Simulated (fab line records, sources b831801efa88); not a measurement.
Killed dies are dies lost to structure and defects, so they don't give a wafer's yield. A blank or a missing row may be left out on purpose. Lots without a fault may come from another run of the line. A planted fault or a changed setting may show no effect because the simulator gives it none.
Chamber matching | flow gf180mcu | GF_V2_CVD_02 on pecvd-03: 3 sister chambers
The step deposits SiO2 from TEOS, target thk 850 nm, time 94.851 s. 20 wafers are shown with their chamber, then 10 later ones without.

WAFERS WITH THEIR CHAMBER
wafer  | chamber | heater_power_w (W)
L075.2 | 1       | 754
L075.3 | 0       | 719
L075.5 | 2       | 738
L080.2 | 2       | 758
L080.3 | 1       | 638
L080.4 | 1       | 698
L081.1 | 0       | 758
L081.2 | 2       | 699
L081.6 | 1       | 755
L083.1 | 2       | 730
L083.4 | 1       | 733
L083.6 | 2       | 745
L084.1 | 0       | 713
L084.3 | 1       | 692
L084.6 | 2       | 621
L088.2 | 1       | 621
L088.4 | 2       | 604
L088.6 | 1       | 671
L092.1 | 1       | 758
L092.2 | 0       | 667

SIGNATURES (means of the wafers above)
reading        | chamber 0 | chamber 1 | chamber 2 | scatter within a chamber
heater_power_w | 714.25    | 702.22    | 699.29    | 53.5
Rule: a wafer's distance from a chamber is the root of the sum, over the readings, of the square of ((its reading less the chamber's mean) divided by the reading's scatter). The wafer belongs to the nearest chamber; if the next one is less than 2 further off, it can't be placed. The scatter: the root of (the sum of the squares of (reading less its chamber's mean) over the shown wafers, divided by (wafers less chambers)).

WAFERS WITHOUT THEIR CHAMBER
wafer  | heater_power_w (W)
L092.3 | 612
L092.4 | 685
L092.5 | 731
L092.6 | 611
L094.1 | 773
L094.2 | 651
L094.3 | 703
L095.2 | 702
L095.4 | 719
L095.6 | 736

WHICH CHAMBER EACH WENT THROUGH
wafer  | from the rows above          | in truth
L092.3 | can't be placed: 2 or 1 or 0 | 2
L092.4 | can't be placed: 2 or 1 or 0 | 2
L092.5 | can't be placed: 0 or 1 or 2 | 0
L092.6 | can't be placed: 2 or 1 or 0 | 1
L094.1 | can't be placed: 0 or 1 or 2 | 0
L094.2 | can't be placed: 2 or 1 or 0 | 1
L094.3 | can't be placed: 1 or 2 or 0 | 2
L095.2 | can't be placed: 1 or 2 or 0 | 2
L095.4 | can't be placed: 0 or 1 or 2 | 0
L095.6 | can't be placed: 0 or 1 or 2 | 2
Placed correctly: 0 of 10. Can't be placed from these rows: 10 (the true chamber is among the candidates in 10). Placed wrongly: 0.
